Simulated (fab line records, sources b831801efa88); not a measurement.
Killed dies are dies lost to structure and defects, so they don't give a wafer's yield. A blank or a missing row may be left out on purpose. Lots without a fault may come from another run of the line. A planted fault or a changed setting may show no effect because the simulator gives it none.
Chamber matching | flow sky130 | SKY_POLY_CUT_ETCH_11 on rie_diel-01: 4 sister chambers
The step etches Si3N4 in CF4/CH2F2/Ar, stops on poly-Si, time 42.5 s, target depth 60 nm. 14 wafers are shown with their chamber, then 7 later ones without.

WAFERS WITH THEIR CHAMBER
wafer  | chamber | throttle_valve_pct (%) | oes_product_au (a.u.)
L561.4 | 1       | 14.997                 | 0.838
L561.5 | 0       | 14.997                 | 0.843
L561.6 | 1       | 14.989                 | 0.831
L562.1 | 1       | 15.002                 | 0.845
L562.5 | 3       | 14.992                 | 0.836
L562.6 | 2       | 15.011                 | 0.837
L566.2 | 0       | 14.982                 | 0.832
L566.3 | 2       | 14.988                 | 0.828
L566.6 | 0       | 14.982                 | 0.825
L568.2 | 2       | 15.003                 | 0.838
L568.3 | 0       | 14.994                 | 0.838
L568.4 | 3       | 14.983                 | 0.840
L569.2 | 1       | 14.989                 | 0.834
L569.5 | 0       | 15.001                 | 0.840

SIGNATURES (means of the wafers above)
reading            | chamber 0 | chamber 1 | chamber 2 | chamber 3 | scatter within a chamber
throttle_valve_pct | 14.99120  | 14.99425  | 15.00067  | 14.98750  | 0.00862
oes_product_au     | 0.83560   | 0.83700   | 0.83433   | 0.83800   | 0.0062
Rule: a wafer's distance from a chamber is the root of the sum, over the readings, of the square of ((its reading less the chamber's mean) divided by the reading's scatter). The wafer belongs to the nearest chamber; if the next one is less than 2 further off, it can't be placed. The scatter: the root of (the sum of the squares of (reading less its chamber's mean) over the shown wafers, divided by (wafers less chambers)).

WAFERS WITHOUT THEIR CHAMBER
wafer  | throttle_valve_pct (%) | oes_product_au (a.u.)
L569.6 | 14.994                 | 0.839
L579.1 | 14.992                 | 0.829
L579.3 | 15.001                 | 0.825
L579.5 | 14.994                 | 0.823
L580.1 | 15.002                 | 0.829
L580.2 | 14.978                 | 0.824
L580.6 | 14.983                 | 0.828

WHICH CHAMBER EACH WENT THROUGH
wafer  | from the rows above               | in truth
L569.6 | can't be placed: 1 or 0 or 3 or 2 | 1
L579.1 | can't be placed: 0 or 1 or 2 or 3 | 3
L579.3 | can't be placed: 2 or 0 or 1 or 3 | 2
L579.5 | can't be placed: 2 or 0 or 1 or 3 | 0
L580.1 | can't be placed: 2 or 1 or 0 or 3 | 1
L580.2 | can't be placed: 0 or 3 or 1 or 2 | 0
L580.6 | can't be placed: 0 or 3 or 1 or 2 | 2
Placed correctly: 0 of 7. Can't be placed from these rows: 7 (the true chamber is among the candidates in 7). Placed wrongly: 0.
